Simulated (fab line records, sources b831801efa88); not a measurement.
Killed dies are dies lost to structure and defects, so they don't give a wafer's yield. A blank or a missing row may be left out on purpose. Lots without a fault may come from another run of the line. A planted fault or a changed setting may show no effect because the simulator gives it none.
fab line records | flow sky130
record lots=7 wafers=21 last_day=50
route steps=708 shown VT_ADJUST_LVTN@111 VT_ADJUST_NCORE@119 PAD_OPEN@708
lots that met no fault: from a run of the same line without faults
start_h: hours from the record's first day to the start of the lot's first wafer shown | wait_h: hours since the lot's step before | " the same as in the row above | L1.1+2: a row that stands for several wafers | - no value, or no start given | * or withheld: withheld | < > ~ a bound
route shown NAME@n: a module of which the file shows steps, and the number in the route of the first | usual: mean/standard deviation of fault-free wafers | same: alike in all rows | chamber/n: place in a boat | sites: the reading at each site | _std_site: their standard deviation | _edge_site: outer sites' mean less inner sites' | radius_mm: how far each site lies from the wafer's centre | mask NAME#n: copy n | behind: the tool/chamber that last shaped the wafer | hold: why the lot was held/for how many hours/how that ended | device: the transistor (n, p or np) that didn't switch | end of line: the same wafers' tests at the end of the route | a step without rows: its recipe alone | killed: dies lost to structure and defects at the first sort, not the wafer's yield | map: a wafer's dies, x killed, . not, _ none there
set.NAME: the setting as run; set.NAME@STEP: as run at that earlier step | model.NAME: the simulator's own value behind a step, which no gauge read
lots at some steps of the route; a table a step, a row a wafer
services: from which hour (start_h, from the record's first day; less than 0 if before it) a tool's chamber was out of use, for how many hours, and why
## steps
# step SKY_VT_ADJUST_LVTN_SOFTBAKE_14
# recipe temp_c=90 time_s=60 resist=NOVOLAK
# step SKY_VT_ADJUST_LVTN_EXPOSE_15
# recipe mask_id=HVN_STD_DERIVED na=0.6 source_shape=conventional sigma_outer=0.6 polarization=unpolarized target_cd_nm=600 dose_mj=163
# step SKY_VT_ADJUST_LVTN_PEB_16
# recipe temp_c=withheld time_s=* resist=NOVOLAK
# step SKY_VT_ADJUST_LVTN_DEVELOP_17
# recipe resist=NOVOLAK developer=TMAH develop_time_s=60 dev_temp_c=23
# step SKY_VT_ADJUST_LVTN_OVL_MEAS_18
# usual VT_ADJUST_LVTN_01_OVL=0.9/1.5
# columns lot.wafer tool chamber start_h wait_h VT_ADJUST_LVTN_01_OVL[nm]
L239.1 overlay-01 - 175.68 0.1 2.6
L239.2 " - " " 6.3
L239.3 " - " " 4.2
L244.1 overlay-01 - 216.13 0.1 0.3
L244.4 " - " " -1.0
L244.5 " - " " 0.1
L245.1 overlay-01 - 222.73 0.1 3.0
L245.3 " - " " 1.6
L245.5 " - " " 1.0
L246.2 overlay-02 - 224.79 0.1 -1.8
L246.3 " - " " -0.1
L246.5 " - " " -1.2
L248.1 overlay-01 - 244.93 0.1 -0.1
L248.4 " - " " -0.7
L248.6 " - " " -2.1
L255.1 overlay-02 - 295.18 0.1 0.5
L255.3 " - " " 0.7
L255.5 " - " " -1.5
L259.2 overlay-01 - 316.13 0.1 0.4
L259.4 " - " " 0.3
L259.5 " - " " 0.8
# step SKY_VT_ADJUST_LVTN_IMPLANT_19
# recipe species=B energy_kev=30 dose_cm2=6.5e+11 tilt_deg=withheld
# step SKY_VT_ADJUST_LVTN_STRIP_20
# recipe chemistry=O2/N2 power_w=1400 pressure_mtorr=1500 platen_temp_c=withheld o2_flow_sccm=3000 n2_flow_sccm=300 overash_fraction=0.5
# usual drypump_motor_current_A=5.48/0.27 oes_product_au=0.715/0.0048 strip_time_to_endpoint_s=14.18/0.041
# same overash_fraction=0.5
# columns lot.wafer tool chamber start_h wait_h drypump_motor_current_A oes_product_au rf_hours_counter_h strip_time_to_endpoint_s
L239.1 plasma_asher-01 0 175.87 0.1 5.32 0.720 36 14.26
L239.2 " 1 " " 5.55 0.723 36 14.21
L239.3 " 1 " " 5.54 0.712 - 14.28
L244.1 plasma_asher-02 1 216.32 0.1 5.09 0.714 52 14.19
L244.4 " 0 " " 5.86 0.710 - 14.16
L244.5 " 1 " " 5.08 0.725 - 14.19
L245.1 plasma_asher-01 0 222.92 0.1 5.29 0.720 41 14.18
L245.3 " 1 " " 5.53 0.723 - 14.21
L245.5 " 1 " " 5.54 0.716 - 14.18
L246.2 plasma_asher-01 1 224.97 0.1 5.55 0.711 41 14.18
L246.3 " 0 " " 5.30 0.714 - 14.18
L246.5 " 1 " " 5.55 0.706 - 14.23
L248.1 plasma_asher-02 0 245.12 0.1 5.90 0.712 55 14.24
L248.4 " 1 " " 5.10 0.711 - 14.24
L248.6 " 0 " " 5.88 0.716 - 14.27
L255.1 plasma_asher-02 0 295.37 0.1 5.90 0.713 60 14.22
L255.3 " 1 " " 5.09 0.720 - 14.21
L255.5 " 0 " " 5.88 0.723 - 14.19
L259.2 plasma_asher-03 0 316.31 0.1 5.69 0.712 63 14.17
L259.4 " 1 " " 5.52 0.711 - 14.22
L259.5 " 1 " " 5.51 0.717 - 14.21
# step SKY_VT_ADJUST_LVTN_TW_MEAS_21
# usual VT_ADJUST_LVTN_2_TW=187.8/1.5
# columns lot.wafer tool chamber start_h wait_h VT_ADJUST_LVTN_2_TW
L239.1 film_metro-02 - 175.97 0.1 189.1
L239.2 " - " " 187.4
L239.3 " - " " 187.5
L244.1 film_metro-04 - 216.42 0.1 189.8
L244.4 " - " " 189.0
L244.5 " - " " 189.6
L245.1 film_metro-04 - 223.02 0.1 189.2
L245.3 " - " " 188.1
L245.5 " - " " 189.5
L246.2 film_metro-02 - 225.08 0.1 188.7
L246.3 " - " " 188.8
L246.5 " - " " 189.3
L248.1 film_metro-02 - 245.22 0.1 187.7
L248.4 " - " " 188.3
L248.6 " - " " 187.5
L255.1 film_metro-02 - 295.47 0.1 187.7
L255.3 " - " " 188.9
L255.5 " - " " 188.5
L259.2 film_metro-02 - 316.42 0.1 187.7
L259.4 " - " " 188.0
L259.5 " - " " 188.0
# step SKY_VT_ADJUST_NCORE_DEHYDRATE_00
# recipe temp_c=200 time_s=60
# step SKY_VT_ADJUST_NCORE_HMDS_01
# recipe prime_time_s=60 prime_temp_c=120
# step SKY_VT_ADJUST_NCORE_COAT_02
# recipe resist=NOVOLAK spin_rpm=3000 resist_thk_nm=1140
# step SKY_VT_ADJUST_NCORE_SOFTBAKE_03
# recipe temp_c=90 time_s=60 resist=NOVOLAK
# step SKY_VT_ADJUST_NCORE_EXPOSE_04
# recipe mask_id=LVTN_COMPLEMENT_THIN na=0.6 source_shape=conventional sigma_outer=0.6 polarization=unpolarized target_cd_nm=380 dose_mj=139
# usual stage_vel_mm_s=500.07/0.26
# columns lot.wafer tool chamber start_h wait_h mask stage_vel_mm_s model.VT_ADJUST_NCORE.overlay_x_nm
L239.1 iline_stepper-02 0 186.21 - LVTN_COMPLEMENT_THIN#0 500.42 0.6911
L239.2 " 0 " " LVTN_COMPLEMENT_THIN#0 500.17 0.6911
L239.3 " 0 " " LVTN_COMPLEMENT_THIN#0 500.03 0.6911
L244.1 iline_stepper-02 0 227.93 - LVTN_COMPLEMENT_THIN#0 499.76 -0.09206
L244.4 " 0 " " LVTN_COMPLEMENT_THIN#0 499.63 -0.09206
L244.5 " 0 " " LVTN_COMPLEMENT_THIN#0 499.70 -0.09206
L245.1 iline_stepper-02 0 234.32 - LVTN_COMPLEMENT_THIN#0 499.86 131
L245.3 " 0 " " LVTN_COMPLEMENT_THIN#0 500.15 131
L245.5 " 0 " " LVTN_COMPLEMENT_THIN#0 499.87 131
L246.2 iline_stepper-02 0 236.64 - LVTN_COMPLEMENT_THIN#0 499.84 131.5
L246.3 " 0 " " LVTN_COMPLEMENT_THIN#0 500.06 131.5
L246.5 " 0 " " LVTN_COMPLEMENT_THIN#0 499.91 131.5
L248.1 iline_stepper-02 0 256.93 - LVTN_COMPLEMENT_THIN#0 499.96 130.5
L248.4 " 0 " " LVTN_COMPLEMENT_THIN#0 500.03 130.5
L248.6 " 0 " " LVTN_COMPLEMENT_THIN#0 499.69 130.5
L255.1 iline_stepper-01 0 308.66 - LVTN_COMPLEMENT_THIN#0 500.11 -1.057
L255.3 " 0 " " LVTN_COMPLEMENT_THIN#0 500.04 -1.057
L255.5 " 0 " " LVTN_COMPLEMENT_THIN#0 499.64 -1.057
L259.2 iline_stepper-01 0 328.12 - LVTN_COMPLEMENT_THIN#0 500.07 0.3433
L259.4 " 0 " " LVTN_COMPLEMENT_THIN#0 499.91 0.3433
L259.5 " 0 " " LVTN_COMPLEMENT_THIN#0 500.29 0.3433
# step SKY_VT_ADJUST_NCORE_PEB_05
# recipe temp_c=withheld time_s=* resist=NOVOLAK
# step SKY_VT_ADJUST_NCORE_DEVELOP_06
# recipe resist=NOVOLAK developer=TMAH develop_time_s=60 dev_temp_c=23
# step SKY_VT_ADJUST_NCORE_CD_MEAS_07
# recipe target_cd_nm=380
# usual cd_nm=380.3/2.6
# columns lot.wafer tool chamber start_h wait_h cd_nm
L239.1 cd_sem-01 - 196.67 0.1 379.4
L239.2 " - " " 377.2
L239.3 " - " " 379.5
L244.1 cd_sem-02 - 238.83 0.1 382.6
L244.4 " - " " 382.3
L244.5 " - " " 381.4
L245.1 cd_sem-01 - 245.32 0.1 380.8
L245.3 " - " " 379.9
L245.5 " - " " 381.9
L246.2 cd_sem-02 - 248.13 0.1 374.3
L246.3 " - " " 377.4
L246.5 " - " " 375.4
L248.1 cd_sem-01 - 268.53 0.2 380.8
L248.4 " - " " 381.2
L248.6 " - " " 380.5
L255.1 cd_sem-02 - 319.62 0.1 384.2
L255.3 " - " " 385.3
L255.5 " - " " 384.2
L259.2 cd_sem-01 - 341.84 0.1 381.3
L259.4 " - " " 382.4
L259.5 " - " " 382.7
# step SKY_VT_ADJUST_NCORE_OVL_MEAS_08
# usual VT_ADJUST_NCORE_OVL=-0.5/1.5
# columns lot.wafer tool chamber start_h wait_h VT_ADJUST_NCORE_OVL[nm]
L239.1 overlay-01 - 196.79 0.1 1.2
L239.2 " - " " -0.3
L239.3 " - " " 1.6
L244.1 overlay-01 - 238.95 0.1 -2.6
L244.4 " - " " -1.7
L244.5 " - " " -1.4
L245.1 overlay-01 - 245.44 0.1 133.5
L245.3 " - " " 132.1
L245.5 " - " " 131.9
L246.2 overlay-01 - 248.23 0.1 129.2
L246.3 " - " " 129.8
L246.5 " - " " 129.9
L248.1 overlay-02 - 268.65 0.1 129.9
L248.4 " - " " 129.1
L248.6 " - " " 129.3
L255.1 overlay-01 - 319.74 0.1 -1.4
L255.3 " - " " -1.1
L255.5 " - " " 0.9
L259.2 overlay-02 - 341.95 0.1 -0.5
L259.4 " - " " 0.9
L259.5 " - " " -0.8
# step SKY_VT_ADJUST_NCORE_IMPLANT_09
# recipe species=B energy_kev=10 dose_cm2=2.4e+12 tilt_deg=withheld
# step SKY_PAD_OPEN_PROBE_99
# usual killed_at_M0_to_M3=45/6.9 killed_at_M4_up=3.0/1.7 killed_at_contacts=25/5.6 killed_at_front_end=15/4.2 killed_at_other=0.3/0.55 killed_dies=89/9.6 killed_open=49/7.2 killed_short=39/6.5
# same gross_dies=492 killed_at_back_side=0
# columns lot.wafer tool chamber start_h wait_h killed_at_M0_to_M3 killed_at_M4_up killed_at_contacts killed_at_front_end killed_at_other killed_dies killed_open killed_short model.etest.sram_nfet_pass.drive_ua_um model.etest.sram_nfet_pass.off_log10_a_um model.etest.sram_nfet_pass.vt_sat_v model.etest.sram_nfet_pass.vt_v
L239.1 prober-01 - 1087.94 0.1 50 2 23 8 0 83 42 41 469.6 -13.1 0.5992 0.6991
L239.2 prober-01 - 1087.99 0.1 51 6 22 9 0 88 49 38 478 -12.91 0.5846 0.6869
L239.3 prober-01 - 1088.04 0.2 48 4 22 21 0 95 56 39 485.2 -12.65 0.5741 0.6774
L244.1 prober-02 - 1127.09 0.1 44 6 26 12 0 88 40 48 493.7 -12.68 0.5748 0.671
L244.4 prober-02 - 1127.24 0.2 50 2 29 14 1 96 57 39 519.7 -12.47 0.5436 0.6439
L244.5 prober-02 - 1127.29 0.2 40 2 24 12 0 78 39 39 499.7 -12.72 0.5776 0.6774
L245.1 prober-02 - 1131.65 0.1 46 2 34 14 0 96 63 33 521 -12.28 0.525 0.6398
L245.3 prober-02 - 1131.75 0.2 44 4 38 14 1 101 54 47 515.5 -12.47 0.533 0.644
L245.5 prober-02 - 1131.85 0.2 34 1 23 21 1 80 48 32 536.2 -12.2 0.5108 0.6256
L246.2 prober-01 - 1138.11 0.1 58 3 28 18 0 107 52 55 536 -12.22 0.5166 0.6253
L246.3 prober-01 - 1138.16 0.2 42 2 24 13 0 81 46 34 528.7 -12.3 0.5215 0.6296
L246.5 prober-01 - 1138.26 0.2 56 1 31 15 0 103 56 45 548.6 -12.15 0.5032 0.6161
L248.1 prober-01 - 1148.38 0.1 40 5 24 15 0 84 48 36 497.9 -12.71 0.5523 0.6509
L248.4 prober-01 - 1148.53 0.2 31 5 34 15 0 85 57 28 515.2 -12.25 0.5221 0.6311
L248.6 prober-01 - 1148.63 0.2 32 4 29 19 0 84 55 29 516.3 -12.19 0.524 0.6243
L255.1 prober-02 - 1183.02 0.1 58 5 30 13 1 107 52 55 475.8 -12.8 0.5793 0.6772
L255.3 prober-02 - 1183.12 0.2 39 1 29 14 0 83 47 35 497.7 -12.48 0.5526 0.6496
L255.5 prober-02 - 1183.22 0.2 47 4 29 19 0 99 51 46 468.4 -12.82 0.5811 0.6772
L259.2 prober-02 - 1195.39 0.1 50 6 28 14 0 98 55 42 489.9 -12.72 0.5677 0.664
L259.4 prober-02 - 1195.49 0.2 49 1 24 6 0 80 53 27 503.4 -12.38 0.5521 0.6473
L259.5 prober-02 - 1195.54 0.2 43 2 39 17 0 101 67 34 490 -12.7 0.5731 0.6655
# killed by level:class
L239.1 VIA1:geometric_particle:open=10 CONTACT:geometric_particle:open=8 METAL2:geometric_particle:short=8 METAL3:geometric_particle:short=6 VIA3:geometric_particle:open=6 VIA2:geometric_particle:short=5 LI_CONTACT:geometric_particle:open=5 VIA2:geometric_particle:open=5
L239.2 VIA3:geometric_particle:open=9 VIA1:geometric_particle:open=9 LI_CONTACT:geometric_particle:open=8 CONTACT:geometric_particle:open=7 VIA1:geometric_particle:short=6 VIA2:geometric_particle:open=5 POLY_GATE:geometric_particle:short=4 LI_CONTACT:geometric_particle:short=4
L239.3 VIA1:geometric_particle:open=13 LI_CONTACT:geometric_particle:open=9 VIA2:geometric_particle:open=8 METAL1:geometric_particle:short=7 POLY_GATE:geometric_particle:open=6 VIA3:geometric_particle:open=6 POLY_GATE:geometric_particle:short=5 CONTACT:geometric_particle:open=5
L244.1 VIA2:geometric_particle:open=10 VIA1:geometric_particle:open=9 LOCAL_INTERCONNECT:geometric_particle:short=8 VIA1:geometric_particle:short=6 LI_CONTACT:geometric_particle:open=5 CONTACT:geometric_particle:open=5 METAL4:geometric_particle:short=5 METAL2:geometric_particle:short=5
L244.4 CONTACT:geometric_particle:open=11 VIA1:geometric_particle:open=10 VIA3:geometric_particle:open=10 VIA2:geometric_particle:open=9 LI_CONTACT:geometric_particle:open=8 VIA1:geometric_particle:short=6 CONTACT:geometric_particle:short=5 METAL1:geometric_particle:short=5
L244.5 VIA3:geometric_particle:open=8 LOCAL_INTERCONNECT:geometric_particle:short=7 CONTACT:geometric_particle:open=7 VIA1:geometric_particle:open=7 METAL2:geometric_particle:short=6 FIELD_ISO:geometric_particle:short=5 LI_CONTACT:geometric_particle:open=5 CONTACT:geometric_particle:short=5
L245.1 CONTACT:geometric_particle:open=10 VIA1:geometric_particle:open=10 VIA2:geometric_particle:open=9 LI_CONTACT:geometric_particle:open=9 VIA3:geometric_particle:open=9 LOCAL_INTERCONNECT:geometric_particle:short=6 VIA1:geometric_particle:short=5 LI_CONTACT:geometric_particle:short=5
L245.3 CONTACT:geometric_particle:open=12 LI_CONTACT:geometric_particle:open=10 LOCAL_INTERCONNECT:geometric_particle:short=10 VIA1:geometric_particle:open=8 VIA2:geometric_particle:open=7 VIA3:geometric_particle:open=7 VIA1:geometric_particle:short=6 POLY_GATE:geometric_particle:short=5
L245.5 VIA1:geometric_particle:open=14 CONTACT:geometric_particle:short=7 LI_CONTACT:geometric_particle:open=7 FIELD_ISO:geometric_particle:open=6 CONTACT:geometric_particle:open=6 FIELD_ISO:geometric_particle:short=5 METAL2:geometric_particle:short=5 POLY_GATE:geometric_particle:open=4
L246.2 VIA1:geometric_particle:open=11 CONTACT:geometric_particle:open=10 METAL2:geometric_particle:short=10 VIA3:geometric_particle:open=9 METAL1:geometric_particle:short=8 CONTACT:geometric_particle:short=7 FIELD_ISO:geometric_particle:short=6 LI_CONTACT:geometric_particle:open=6
L246.3 LI_CONTACT:geometric_particle:open=9 VIA3:geometric_particle:open=9 CONTACT:geometric_particle:open=8 METAL2:geometric_particle:short=6 VIA1:geometric_particle:short=6 VIA1:geometric_particle:open=6 FIELD_ISO:geometric_particle:short=5 METAL1:geometric_particle:short=5
L246.5 VIA3:geometric_particle:open=12 CONTACT:geometric_particle:open=11 VIA1:geometric_particle:open=10 METAL2:geometric_particle:short=9 FIELD_ISO:geometric_particle:open=6 VIA2:geometric_particle:open=6 LI_CONTACT:geometric_particle:open=5 LI_CONTACT:geometric_particle:short=5
L248.1 VIA1:geometric_particle:open=10 CONTACT:geometric_particle:open=9 VIA3:geometric_particle:open=7 LOCAL_INTERCONNECT:geometric_particle:short=6 METAL2:geometric_particle:short=5 FIELD_ISO:geometric_particle:short=4 FIELD_ISO:geometric_particle:open=4 METAL1:geometric_particle:open=4
L248.4 LI_CONTACT:geometric_particle:open=17 CONTACT:geometric_particle:open=8 VIA2:geometric_particle:open=6 VIA3:geometric_particle:open=6 POLY_GATE:geometric_particle:open=5 CONTACT:geometric_particle:short=5 VIA1:geometric_particle:open=5 METAL4:geometric_particle:short=5
L248.6 CONTACT:geometric_particle:open=13 VIA1:geometric_particle:open=8 LI_CONTACT:geometric_particle:open=7 FIELD_ISO:geometric_particle:open=5 POLY_GATE:geometric_particle:open=5 VIA3:geometric_particle:open=5 VIA2:geometric_particle:open=5 POLY_GATE:geometric_particle:short=4
L255.1 VIA1:geometric_particle:open=17 LI_CONTACT:geometric_particle:open=9 CONTACT:geometric_particle:short=9 VIA3:geometric_particle:open=8 VIA1:geometric_particle:short=7 METAL1:geometric_particle:short=6 CONTACT:geometric_particle:open=5 VIA2:geometric_particle:short=5
L255.3 CONTACT:geometric_particle:open=16 VIA1:geometric_particle:open=9 VIA1:geometric_particle:short=7 VIA3:geometric_particle:open=7 VIA2:geometric_particle:open=6 FIELD_ISO:geometric_particle:short=5 METAL1:geometric_particle:short=4 LI_CONTACT:geometric_particle:open=4
L255.5 VIA1:geometric_particle:open=13 CONTACT:geometric_particle:open=8 FIELD_ISO:geometric_particle:short=8 LI_CONTACT:geometric_particle:open=7 VIA2:geometric_particle:open=7 CONTACT:geometric_particle:short=6 VIA1:geometric_particle:short=6 LI_CONTACT:geometric_particle:short=5
L259.2 VIA1:geometric_particle:open=13 CONTACT:geometric_particle:open=8 VIA3:geometric_particle:open=8 POLY_GATE:geometric_particle:open=7 LI_CONTACT:geometric_particle:short=7 LI_CONTACT:geometric_particle:open=6 VIA1:geometric_particle:short=6 METAL2:geometric_particle:short=6
L259.4 CONTACT:geometric_particle:open=11 VIA1:geometric_particle:open=11 VIA3:geometric_particle:open=8 VIA2:geometric_particle:open=7 LI_CONTACT:geometric_particle:open=6 VIA1:geometric_particle:short=5 METAL1:geometric_particle:short=4 METAL3:geometric_particle:short=4
L259.5 CONTACT:geometric_particle:open=18 VIA1:geometric_particle:open=12 VIA2:geometric_particle:open=9 LI_CONTACT:geometric_particle:open=8 CONTACT:geometric_particle:short=7 FIELD_ISO:geometric_particle:open=5 VIA3:geometric_particle:open=5 POLY_GATE:geometric_particle:short=4
## services
# columns tool chamber start_h hours kind
iline_stepper-02 - 162.82 1.7 pm
plasma_asher-03 - 175.67 2.1 repair
iline_stepper-01 - 177.28 4.3 pm
iline_stepper-01 0 193.22 - calibration
iline_stepper-01 - 214.56 4.7 repair
plasma_asher-01 - 264.31 7.3 repair
iline_stepper-02 0 282.42 - calibration
plasma_asher-01 - 282.63 1.5 repair
iline_stepper-01 - 304.35 1.7 pm
## key
first_sign step=SKY_VT_ADJUST_NCORE_OVL_MEAS_08 reading=VT_ADJUST_NCORE_OVL direction=up sigmas=87 usual=-0.5 struck=130.5
effect none on later readings
model_effect step=SKY_VT_ADJUST_NCORE_EXPOSE_04 value=VT_ADJUST_NCORE.overlay_x_nm without=-0.4374 struck=131
model_effect step=SKY_PAD_OPEN_PROBE_99 value=etest.sram_nfet_pass.drive_ua_um without=493.6 struck=523.9
met_at SKY_VT_ADJUST_NCORE_EXPOSE_04
struck_wafers L245.1,L245.3,L245.5,L246.2,L246.3,L246.5,L248.1,L248.4,L248.6
tester_left_out L245,L246,L248
onset_between 227.93 234.32
fault kind=scanner_matching_overlay tool=iline_stepper-02 chamber=- onset_h=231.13 steps=SKY_VT_ADJUST_NCORE_EXPOSE_04 offset=131.43
# tester_left_out: of these lots the tester's yield and bins aren't shown, on N5 and GAA mostly nor the transistor test; their killed dies are dies lost to structure and defects alone, not to doping, threshold or leakage, so they don't give the yield
